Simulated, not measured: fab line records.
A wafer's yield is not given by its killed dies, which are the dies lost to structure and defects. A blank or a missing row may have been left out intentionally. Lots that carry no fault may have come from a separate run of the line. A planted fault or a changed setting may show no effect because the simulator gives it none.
What tool caused it? + flow sky130 + 6 lots, 18 wafers sampled, at 2 steps of a route of 708

## WHAT EACH GAUGE READ, for each wafer
SKY_VT_ADJUST_NCORE_TW_MEAS_11.
| lot  | measured     | on            | VT_ADJUST_NCORE_TW |
|------|--------------|---------------|--------------------|
| L605 | day 8 21:04  | film_metro-02 | 221.5 221.9 220.4  |
| L607 | day 9 12:14  | film_metro-01 | 220.7 220.1 219.1  |
| L610 | day 10 08:25 | film_metro-02 | 219.7 220.0 219.2  |
| L613 | day 11 01:59 | film_metro-01 | 221.6 221.3 220.4  |
| L616 | day 12 00:17 | film_metro-01 | 220.8 220.8 221.1  |
| L625 | day 14 13:09 | film_metro-01 | 238.3 236.2 237.2  |

## TOOL THAT RAN EACH LOT (tool first, then ch and the chambers of the sampled wafers, then the start)
| lot  | SKY_VT_ADJUST_NCORE_IMPLANT_09  |
|------|---------------------------------|
| L605 | implanter-03 ch 0, day 8 20:50  |
| L607 | implanter-02 ch 0, day 9 11:59  |
| L610 | implanter-02 ch 0, day 10 08:10 |
| L613 | implanter-03 ch 0, day 11 01:44 |
| L616 | implanter-02 ch 0, day 12 00:03 |
| L625 | implanter-03 ch 0, day 14 12:55 |
- SKY_VT_ADJUST_NCORE_IMPLANT_09

## THE ANSWER, worked out from the rows above alone
Rule: the usual values come from the lots themselves. The widest of any qualifying gaps counts: lots, ordered by their means at a reading, are off when they make up no more than a third of the lots, leave a main group of 4 or more, and stand apart from it by 3 or more times the standard deviation of that group's means. The tables above print the reading to a certain number of digits; a main group whose means all agree to those digits is not used. A lot without any number at a reading at which 4 lots or more have one is off too. The other lots that the step has rows for count as sound.
Off: at SKY_VT_ADJUST_NCORE_TW_MEAS_11 (VT_ADJUST_NCORE_TW), L625. Mean 220.6 and standard deviation 0.65 in the main group.
If a tool, at a process step before that reading, ran all the lots that are off and no sound lot after the first of them, it fits. Gauges at SKY_VT_ADJUST_NCORE_TW_MEAS_11: tried the same way as those tools. Can't be told from this: 2 tools fit, implanter-03 at SKY_VT_ADJUST_NCORE_IMPLANT_09, film_metro-01 at SKY_VT_ADJUST_NCORE_TW_MEAS_11.

## WHAT THE SIMULATOR PUT IN
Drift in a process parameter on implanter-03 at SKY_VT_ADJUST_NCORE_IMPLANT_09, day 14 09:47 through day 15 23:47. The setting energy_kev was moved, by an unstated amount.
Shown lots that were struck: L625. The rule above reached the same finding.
